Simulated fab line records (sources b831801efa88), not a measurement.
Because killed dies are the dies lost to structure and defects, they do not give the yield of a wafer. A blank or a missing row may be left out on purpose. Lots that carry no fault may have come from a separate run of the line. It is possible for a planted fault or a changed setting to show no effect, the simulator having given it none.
fab line records	flow sky130
record: lots: 6	wafers: 18	last_day: 50
route steps=708 shown VT_ADJUST_LVTN@116 VT_ADJUST_NCORE@119 VT_ADJUST_HVTR@131 PAD_OPEN@708
lots that met no fault: taken from a fault-free run of the same line
start_h: start of the lot's first displayed wafer, in hours after the record's first day	wait_h: time in hours since the lot's previous step	" identical to the entry in the row above	L1.1+2: one row covering several wafers at once	- no value, or no start given	* or withheld: withheld	< > ~ a bound
route shown NAME@n: NAME is a module with steps in the file, n the number in the route of the first one	usual: mean/standard deviation of fault-free wafers	same: alike in all rows	chamber/n: place in a boat	sites: the reading at each site	_std_site: the values' standard deviation	_edge_site: outer sites' mean less inner sites'	radius_mm: how far each site lies from the wafer's centre	mask NAME#n: copy n	behind: the last tool/chamber to shape the wafer	hold: why the lot was held/for how many hours/how that ended	device: the n, p or np transistor that did not switch	end of line: the route-end tests of the same wafers	a step without rows: its recipe alone	killed: the dies lost at the first sort to structure and to defects; this is not the yield of the wafer	map: a wafer's dies, marking killed ones x, the rest . and places with no die _
set.NAME: the setting as run; set.NAME@STEP: as run at that earlier step	model.NAME: the simulator's own value behind a step, which no gauge read
lots at some steps of the route; a table a step, a row a wafer
services: when a tool's chamber went out of use (start_h, in hours from the record's first day, below 0 if earlier), for how many hours, and the reason
== steps ==
step: SKY_VT_ADJUST_LVTN_IMPLANT_19
recipe: species: B	energy_kev: 30	dose_cm2: 6.5e+11	tilt_deg: withheld
step: SKY_VT_ADJUST_LVTN_STRIP_20
recipe: chemistry: O2/N2	power_w: 1400	pressure_mtorr: 1500	platen_temp_c: withheld	o2_flow_sccm: 3000	n2_flow_sccm: 300	overash_fraction: 0.5
usual: drypump_motor_current_A: 5.80/0.21	oes_product_au: 0.716/0.005	strip_time_to_endpoint_s: 14.19/0.039
lot.wafer	tool	chamber	start_h	wait_h	drypump_motor_current_A	oes_product_au	rf_hours_counter_h	strip_time_to_endpoint_s
L780.2	plasma_asher-02	0	164.08	0.1	5.69	0.716	51	14.21
L780.4	"	1	"	"	5.87	0.711	-	14.25
L780.6	"	1	"	"	5.86	0.722	-	14.22
L782.1	plasma_asher-03	0	178.40	0.1	5.60	0.710	38	14.19
L782.3	"	0	"	"	5.59	0.717	-	14.21
L782.4	"	1	"	"	6.23	0.722	-	14.18
L783.2	plasma_asher-02	0	180.00	0.1	5.70	0.709	52	14.15
L783.3	"	0	"	"	5.70	0.721	-	14.22
L783.6	"	1	"	"	5.87	0.713	-	14.16
L788.1	plasma_asher-01	1	208.14	0.1	5.72	0.708	52	14.27
L788.4	"	0	"	"	5.65	0.723	-	14.24
L788.6	"	0	"	"	5.64	0.704	-	14.29
L795.1	plasma_asher-02	0	259.60	0.1	5.69	0.723	60	14.23
L795.3	"	0	"	"	5.69	0.719	-	14.25
L795.6	"	0	"	"	5.69	0.703	-	14.24
L803.1	plasma_asher-03	0	329.24	0.1	5.61	0.718	54	14.14
L803.4	"	0	"	"	5.60	0.711	-	14.13
L803.5	"	1	"	"	6.27	0.703	-	14.15
step: SKY_VT_ADJUST_LVTN_TW_MEAS_21
usual: VT_ADJUST_LVTN_2_TW: 189.8/1
lot.wafer	tool	chamber	start_h	wait_h	VT_ADJUST_LVTN_2_TW
L780.2	film_metro-04	-	164.19	0.1	191.5
L780.4	"	-	"	"	190.9
L780.6	"	-	"	"	190.9
L782.1	film_metro-01	-	178.50	0.1	189.3
L782.3	"	-	"	"	189.9
L782.4	"	-	"	"	189.5
L783.2	film_metro-01	-	180.11	0.1	189.4
L783.3	"	-	"	"	190.3
L783.6	"	-	"	"	189.5
L788.1	film_metro-04	-	208.24	0.1	191.2
L788.4	"	-	"	"	191.2
L788.6	"	-	"	"	191.1
L795.1	film_metro-04	-	259.70	0.1	192.0
L795.3	"	-	"	"	191.8
L795.6	"	-	"	"	191.7
L803.1	film_metro-01	-	329.34	0.1	189.0
L803.4	"	-	"	"	188.8
L803.5	"	-	"	"	189.3
step: SKY_VT_ADJUST_NCORE_DEHYDRATE_00
recipe: temp_c: 200	time_s: 60
step: SKY_VT_ADJUST_NCORE_HMDS_01
recipe: prime_time_s: 60	prime_temp_c: 120
step: SKY_VT_ADJUST_NCORE_COAT_02
recipe: resist: NOVOLAK	spin_rpm: 3000	resist_thk_nm: 1140
step: SKY_VT_ADJUST_NCORE_SOFTBAKE_03
recipe: temp_c: 90	time_s: 60	resist: NOVOLAK
step: SKY_VT_ADJUST_NCORE_EXPOSE_04
recipe: mask_id: LVTN_COMPLEMENT_THIN	na: 0.6	source_shape: conventional	sigma_outer: 0.6	polarization: unpolarized	target_cd_nm: 380	dose_mj: 139
step: SKY_VT_ADJUST_NCORE_PEB_05
recipe: temp_c: withheld	time_s: *	resist: NOVOLAK
step: SKY_VT_ADJUST_NCORE_DEVELOP_06
recipe: resist: NOVOLAK	developer: TMAH	develop_time_s: 60	dev_temp_c: 23
step: SKY_VT_ADJUST_NCORE_CD_MEAS_07
recipe: target_cd_nm: 380
usual: cd_nm: 380.0/2.4
lot.wafer	tool	chamber	start_h	wait_h	cd_nm
L780.2	cd_sem-01	-	184.23	0.1	379.9
L780.4	"	-	"	"	381.5
L780.6	"	-	"	"	380.1
L782.1	cd_sem-02	-	198.02	0.1	383.9
L782.3	"	-	"	"	384.0
L782.4	"	-	"	"	383.1
L783.2	cd_sem-01	-	200.58	0.1	381.0
L783.3	"	-	"	"	377.5
L783.6	"	-	"	"	382.1
L788.1	cd_sem-01	-	230.67	0.1	381.8
L788.4	"	-	"	"	380.5
L788.6	"	-	"	"	380.1
L795.1	cd_sem-02	-	283.46	0.1	377.5
L795.3	"	-	"	"	379.9
L795.6	"	-	"	"	380.3
L803.1	cd_sem-01	-	356.47	0.1	381.4
L803.4	"	-	"	"	378.3
L803.5	"	-	"	"	379.7
step: SKY_VT_ADJUST_NCORE_OVL_MEAS_08
usual: VT_ADJUST_NCORE_OVL: -0.3/1.6
lot.wafer	tool	chamber	start_h	wait_h	VT_ADJUST_NCORE_OVL[nm]
L780.2	overlay-01	-	184.34	0.1	-0.7
L780.4	"	-	"	"	-1.3
L780.6	"	-	"	"	0.7
L782.1	overlay-01	-	198.14	0.1	1.5
L782.3	"	-	"	"	1.4
L782.4	"	-	"	"	1.4
L783.2	overlay-02	-	200.69	0.1	-0.1
L783.3	"	-	"	"	-1.4
L783.6	"	-	"	"	-1.3
L788.1	overlay-02	-	230.79	0.1	-0.7
L788.4	"	-	"	"	-0.6
L788.6	"	-	"	"	-0.6
L795.1	overlay-02	-	283.58	0.1	-0.5
L795.3	"	-	"	"	-1.7
L795.6	"	-	"	"	-1.3
L803.1	overlay-02	-	356.59	0.1	2.1
L803.4	"	-	"	"	-1.9
L803.5	"	-	"	"	2.2
step: SKY_VT_ADJUST_NCORE_IMPLANT_09
recipe: species: B	energy_kev: 10	dose_cm2: 2.4e+12	tilt_deg: withheld
usual: beam_energy_keV: 10.000/0.0034
lot.wafer	tool	chamber	start_h	wait_h	beam_energy_keV	model.implant.rp_nm	model.implant.drp_nm
L780.2	implanter-03	0	184.39	0.0	9.996	33.29	17.11
L780.4	"	0	"	"	9.998	33.29	17.11
L780.6	"	0	"	"	9.998	33.29	17.11
L782.1	implanter-04	0	198.18	0.0	10.000	34.13	17.11
L782.3	"	0	"	"	9.997	34.13	17.11
L782.4	"	0	"	"	9.997	34.13	17.11
L783.2	implanter-04	0	200.74	0.0	13.192	43.41	20.9
L783.3	"	0	"	"	13.186	43.41	20.9
L783.6	"	0	"	"	13.190	43.41	20.9
L788.1	implanter-04	0	230.83	0.0	13.191	43.03	20.9
L788.4	"	0	"	"	13.193	43.03	20.9
L788.6	"	0	"	"	13.186	43.03	20.9
L795.1	implanter-02	0	283.62	0.0	9.996	33.9	17.11
L795.3	"	0	"	"	10.000	33.9	17.11
L795.6	"	0	"	"	9.992	33.9	17.11
L803.1	implanter-02	0	356.63	0.0	9.993	33.5	17.11
L803.4	"	0	"	"	9.996	33.5	17.11
L803.5	"	0	"	"	9.999	33.5	17.11
step: SKY_VT_ADJUST_NCORE_STRIP_10
recipe: chemistry: O2/N2	power_w: 1400	pressure_mtorr: 1500	platen_temp_c: withheld	o2_flow_sccm: 3000	n2_flow_sccm: 300	overash_fraction: 0.5
usual: drypump_motor_current_A: 5.81/0.12	oes_product_au: 0.716/0.0049	strip_time_to_endpoint_s: 14.19/0.041
lot.wafer	tool	chamber	start_h	wait_h	drypump_motor_current_A	oes_product_au	rf_hours_counter_h	strip_time_to_endpoint_s
L780.2	plasma_asher-04	0	184.52	0.1	5.92	0.714	6	14.17
L780.4	"	0	"	"	5.93	0.706	-	14.14
L780.6	"	0	"	"	5.92	0.715	-	14.14
L782.1	plasma_asher-02	0	198.33	0.1	5.68	0.714	54	14.16
L782.3	"	0	"	"	5.69	0.713	-	14.16
L782.4	"	1	"	"	5.91	0.724	-	14.16
L783.2	plasma_asher-04	0	200.87	0.1	5.91	0.715	8	14.13
L783.3	"	0	"	"	5.93	0.723	-	14.16
L783.6	"	0	"	"	5.91	0.707	-	14.15
L788.1	plasma_asher-04	0	230.98	0.1	5.91	0.713	11	14.22
L788.4	"	0	"	"	5.92	0.715	-	14.22
L788.6	"	0	"	"	5.92	0.713	-	14.19
L795.1	plasma_asher-01	1	283.77	0.1	5.73	0.725	60	14.24
L795.3	"	0	"	"	5.60	0.726	-	14.20
L795.6	"	0	"	"	5.59	0.712	-	14.15
L803.1	plasma_asher-02	0	356.78	0.1	5.69	0.721	68	14.26
L803.4	"	1	"	"	5.91	0.718	-	14.27
L803.5	"	1	"	"	5.88	0.721	-	14.21
step: SKY_VT_ADJUST_NCORE_TW_MEAS_11
usual: VT_ADJUST_NCORE_TW: 220.9/1.3
lot.wafer	tool	chamber	start_h	wait_h	VT_ADJUST_NCORE_TW
L780.2	film_metro-04	-	184.63	0.1	221.2
L780.4	"	-	"	"	220.5
L780.6	"	-	"	"	220.9
L782.1	film_metro-04	-	198.43	0.1	221.4
L782.3	"	-	"	"	221.8
L782.4	"	-	"	"	223.7
L783.2	film_metro-04	-	200.98	0.1	235.8
L783.3	"	-	"	"	236.1
L783.6	"	-	"	"	236.4
L788.1	film_metro-03	-	231.08	0.1	235.3
L788.4	"	-	"	"	234.3
L788.6	"	-	"	"	235.3
L795.1	film_metro-03	-	283.87	0.1	220.3
L795.3	"	-	"	"	220.0
L795.6	"	-	"	"	221.7
L803.1	film_metro-03	-	356.88	0.1	220.4
L803.4	"	-	"	"	220.0
L803.5	"	-	"	"	218.9
step: SKY_VT_ADJUST_HVTR_DEHYDRATE_00
recipe: temp_c: 200	time_s: 60
step: SKY_PAD_OPEN_PROBE_99
usual: killed_at_M0_to_M3: 43/7.7	killed_at_M4_up: 2.9/1.9	killed_at_contacts: 24/5.9	killed_at_front_end: 16/5.1	killed_at_other: 0.3/0.63	killed_dies: 86/10	killed_open: 47/7.6	killed_short: 39/6.8
same: gross_dies: 492	killed_at_back_side: 0
lot.wafer	tool	chamber	start_h	wait_h	killed_at_M0_to_M3	killed_at_M4_up	killed_at_contacts	killed_at_front_end	killed_at_other	killed_dies	killed_open	killed_short	model.etest.nfet_16v.r_on_ohm_um	model.etest.res_pwell_under_gate.rs_ohm_sq	model.etest.pfet_16v.drive_ua_um	model.etest.pfet_g5v0d10v5.off_log10_a_um	model.etest.pfet_g5v0d10v5.vt_sat_v	model.etest.pfet_16v.vt_v	model.etest.pfet_g5v0d10v5.vt_v	model.etest.pfet_g5v0d10v5.vt_long_v
L780.2	prober-02	-	1073.25	0.1	33	0	35	8	0	76	43	33	1.386e+04	2284	242	-13.13	-0.6926	-1.129	-0.8761	-0.9514
L780.4	prober-02	-	1073.35	0.2	39	4	21	23	0	87	48	37	1.384e+04	2276	236.5	-13.12	-0.6941	-1.133	-0.871	-0.9577
L780.6	prober-02	-	1073.45	0.2	41	0	16	14	0	71	40	31	1.382e+04	2266	240.2	-12.82	-0.6615	-1.121	-0.8402	-0.9448
L782.1	prober-01	-	1083.67	0.1	55	0	24	15	0	94	51	43	1.431e+04	2296	250.3	-12.56	-0.6249	-1.085	-0.8305	-0.9193
L782.3	prober-01	-	1083.77	0.2	47	3	22	10	1	83	44	39	1.438e+04	2280	249.3	-12.22	-0.598	-1.078	-0.8074	-0.9105
L782.4	prober-01	-	1083.82	0.2	41	10	30	14	0	95	46	49	1.452e+04	2299	245.6	-12.52	-0.6199	-1.089	-0.8197	-0.9221
L783.2	prober-02	-	1085.17	0.1	45	1	29	13	0	88	34	54	1.497e+04	2240	247	-11.59	-0.5733	-1.055	-0.7951	-0.8997
L783.3	prober-02	-	1085.22	0.2	36	4	12	19	0	71	29	42	1.491e+04	2254	251.8	-12.1	-0.6053	-1.069	-0.8243	-0.9175
L783.6	prober-02	-	1085.37	0.2	30	1	25	11	0	67	45	22	1.51e+04	2255	253.5	-11.52	-0.5601	-1.063	-0.7878	-0.9087
L788.1	prober-01	-	1119.10	0.1	50	2	26	9	0	87	50	37	1.455e+04	2246	248.9	-11.43	-0.538	-1.028	-0.7492	-0.8773
L788.4	prober-01	-	1119.25	0.2	30	3	25	16	0	74	38	36	1.446e+04	2255	253.1	-11.98	-0.5794	-1.034	-0.7937	-0.8828
L788.6	prober-01	-	1119.35	0.2	49	3	20	25	0	97	53	44	1.453e+04	2246	255.1	-11.82	-0.5919	-1.027	-0.7993	-0.8716
L795.1	prober-02	-	1155.33	0.1	46	3	24	8	1	82	38	44	1.402e+04	2283	244.6	-12.79	-0.6618	-1.103	-0.8539	-0.9369
L795.3	prober-02	-	1155.43	0.2	51	8	35	17	0	111	59	52	1.397e+04	2297	248.2	-12.45	-0.6217	-1.1	-0.8185	-0.9334
L795.6	prober-02	-	1155.58	0.2	43	5	29	11	0	88	47	41	1.413e+04	2279	246.7	-12.56	-0.6441	-1.095	-0.8393	-0.9269
L803.1	prober-01	-	1198.57	0.1	37	1	30	18	1	87	42	43	1.409e+04	2285	239.5	-12.45	-0.6171	-1.104	-0.8117	-0.9356
L803.4	prober-01	-	1198.72	0.2	39	6	27	21	0	93	44	48	1.412e+04	2284	243.8	-12.64	-0.6531	-1.107	-0.8433	-0.9318
L803.5	prober-01	-	1198.77	0.2	46	3	25	10	0	84	52	31	1.416e+04	2272	244.1	-12.79	-0.6516	-1.107	-0.8386	-0.9358
killed by level:class
L780.2 LI_CONTACT:geometric_particle:open=15 VIA1:geometric_particle:open=8 CONTACT:geometric_particle:short=7 CONTACT:geometric_particle:open=7 METAL2:geometric_particle:short=7 VIA1:geometric_particle:short=6 VIA2:geometric_particle:open=5 LOCAL_INTERCONNECT:geometric_particle:short=4
L780.4 VIA3:geometric_particle:open=8 LI_CONTACT:geometric_particle:open=7 VIA1:geometric_particle:open=7 FIELD_ISO:geometric_particle:short=6 LOCAL_INTERCONNECT:geometric_particle:short=6 VIA2:geometric_particle:open=6 CONTACT:geometric_particle:open=5 METAL1:geometric_particle:short=5
L780.6 VIA1:geometric_particle:open=11 METAL1:geometric_particle:short=8 VIA3:geometric_particle:open=6 LI_CONTACT:geometric_particle:open=5 CONTACT:geometric_particle:open=5 FIELD_ISO:geometric_particle:open=4 LI_CONTACT:geometric_particle:short=4 METAL2:geometric_particle:short=4
L782.1 VIA1:geometric_particle:open=11 METAL1:geometric_particle:short=11 VIA2:geometric_particle:open=9 VIA3:geometric_particle:open=9 LOCAL_INTERCONNECT:geometric_particle:short=7 METAL2:geometric_particle:short=6 LI_CONTACT:geometric_particle:open=5 CONTACT:geometric_particle:open=5
L782.3 LI_CONTACT:geometric_particle:open=9 VIA1:geometric_particle:open=8 CONTACT:geometric_particle:open=7 METAL2:geometric_particle:short=7 METAL1:geometric_particle:short=6 VIA2:geometric_particle:open=6 VIA2:geometric_particle:short=5 FIELD_ISO:geometric_particle:short=4
L782.4 CONTACT:geometric_particle:open=11 VIA1:geometric_particle:short=9 CONTACT:geometric_particle:short=8 METAL1:geometric_particle:short=8 VIA1:geometric_particle:open=7 LI_CONTACT:geometric_particle:open=5 METAL2:geometric_particle:short=5 FIELD_ISO:geometric_particle:open=4
L783.2 METAL1:geometric_particle:short=11 CONTACT:geometric_particle:open=10 LOCAL_INTERCONNECT:geometric_particle:short=7 VIA1:geometric_particle:short=7 VIA3:geometric_particle:short=7 LI_CONTACT:geometric_particle:open=5 VIA1:geometric_particle:open=4 VIA2:geometric_particle:open=4
L783.3 VIA1:geometric_particle:open=6 METAL2:geometric_particle:short=6 VIA3:geometric_particle:open=6 CONTACT:geometric_particle:short=5 METAL3:geometric_particle:short=5 FIELD_ISO:geometric_particle:short=4 POLY_GATE:geometric_particle:short=4 POLY_GATE:geometric_particle:open=4
L783.6 VIA1:geometric_particle:open=12 CONTACT:geometric_particle:open=10 LI_CONTACT:geometric_particle:open=7 VIA2:geometric_particle:open=5 LI_CONTACT:geometric_particle:short=4 VIA1:geometric_particle:short=4 POLY_GATE:geometric_particle:open=3 POLY_GATE:geometric_particle:short=3
L788.1 VIA1:geometric_particle:open=14 CONTACT:geometric_particle:open=8 LI_CONTACT:geometric_particle:open=6 LOCAL_INTERCONNECT:geometric_particle:short=6 METAL1:geometric_particle:short=6 VIA1:geometric_particle:short=6 VIA2:geometric_particle:open=6 METAL2:geometric_particle:short=5
L788.4 CONTACT:geometric_particle:open=10 METAL1:geometric_particle:short=6 VIA3:geometric_particle:open=6 VIA1:geometric_particle:open=5 LI_CONTACT:geometric_particle:short=5 FIELD_ISO:geometric_particle:short=4 LI_CONTACT:geometric_particle:open=4 LOCAL_INTERCONNECT:geometric_particle:short=4
L788.6 VIA3:geometric_particle:open=11 METAL2:geometric_particle:short=9 FIELD_ISO:geometric_particle:open=8 LI_CONTACT:geometric_particle:open=8 CONTACT:geometric_particle:open=8 VIA1:geometric_particle:open=6 METAL1:geometric_particle:short=5 VIA2:geometric_particle:open=5
L795.1 VIA1:geometric_particle:open=7 VIA2:geometric_particle:open=7 CONTACT:geometric_particle:open=7 VIA2:geometric_particle:short=7 METAL2:geometric_particle:short=5 VIA3:geometric_particle:open=5 LI_CONTACT:geometric_particle:short=4 LI_CONTACT:geometric_particle:open=4
L795.3 CONTACT:geometric_particle:open=15 VIA1:geometric_particle:open=13 CONTACT:geometric_particle:short=9 VIA2:geometric_particle:open=7 VIA3:geometric_particle:open=7 METAL4:geometric_particle:short=7 FIELD_ISO:geometric_particle:open=5 VIA1:geometric_particle:short=5
L795.6 VIA1:geometric_particle:open=11 LI_CONTACT:geometric_particle:open=9 CONTACT:geometric_particle:open=8 VIA2:geometric_particle:open=6 CONTACT:geometric_particle:short=5 FIELD_ISO:geometric_particle:short=4 LOCAL_INTERCONNECT:geometric_particle:short=4 METAL2:geometric_particle:short=4
L803.1 VIA1:geometric_particle:open=11 LI_CONTACT:geometric_particle:open=8 CONTACT:geometric_particle:short=6 LI_CONTACT:geometric_particle:short=6 LOCAL_INTERCONNECT:geometric_particle:short=5 CONTACT:geometric_particle:open=5 METAL1:geometric_particle:short=5 FIELD_ISO:geometric_particle:open=4
L803.4 VIA1:geometric_particle:open=10 CONTACT:geometric_particle:open=10 VIA1:geometric_particle:short=8 FIELD_ISO:geometric_particle:open=6 METAL2:geometric_particle:short=6 LI_CONTACT:geometric_particle:open=5 CONTACT:geometric_particle:short=5 FIELD_ISO:geometric_particle:short=4
L803.5 CONTACT:geometric_particle:open=13 VIA1:geometric_particle:open=11 LI_CONTACT:geometric_particle:open=7 METAL1:geometric_particle:short=6 VIA3:geometric_particle:open=6 POLY_GATE:geometric_particle:open=5 VIA2:geometric_particle:open=5 VIA2:geometric_particle:short=4
== services ==
tool	chamber	start_h	hours	kind
plasma_asher-04	-	162.34	2.5	repair
implanter-03	-	165.74	1.2	repair
implanter-03	-	208.85	5.5	repair
plasma_asher-02	-	214.77	4.3	pm
plasma_asher-03	-	222.11	1.9	repair
implanter-04	-	239.00	1.7	repair
plasma_asher-02	-	277.96	14.2	repair
implanter-04	-	301.03	5.9	pm
plasma_asher-01	-	310.42	0.4	repair
implanter-04	-	315.78	2.1	repair
implanter-03	-	333.39	5.4	repair
== key ==
first_sign: step: SKY_VT_ADJUST_NCORE_IMPLANT_09	reading: beam_energy_keV	direction: up	sigmas: 99+	usual: *	struck: *
effect: step: SKY_VT_ADJUST_NCORE_TW_MEAS_11	reading: VT_ADJUST_NCORE_TW	direction: up	sigmas: 11	usual: 220.9	struck: 235.5
model_effect: step: SKY_VT_ADJUST_NCORE_IMPLANT_09	value: implant.rp_nm	without: 32.87	struck: 43.22
model_effect: step: SKY_PAD_OPEN_PROBE_99	value: etest.nfet_16v.r_on_ohm_um	without: 1.415e+04	struck: 1.475e+04
met_at SKY_VT_ADJUST_NCORE_IMPLANT_09
struck_wafers L783.2,L783.3,L783.6,L788.1,L788.4,L788.6
tester_left_out L783,L788
onset_between 198.18 200.74
fault: kind: process_parameter_drift	tool: implanter-04	chamber: -	onset_h: 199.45	steps: SKY_VT_ADJUST_NCORE_IMPLANT_09	channel: energy_kev	offset: *	shape: step	end_h: 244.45	acts_in: *	stated: *
tester_left_out: of these lots the tester's yield and bins aren't shown, on N5 and GAA mostly nor the transistor test; their killed dies are dies lost to structure and defects alone, not to doping, threshold or leakage, so they don't give the yield
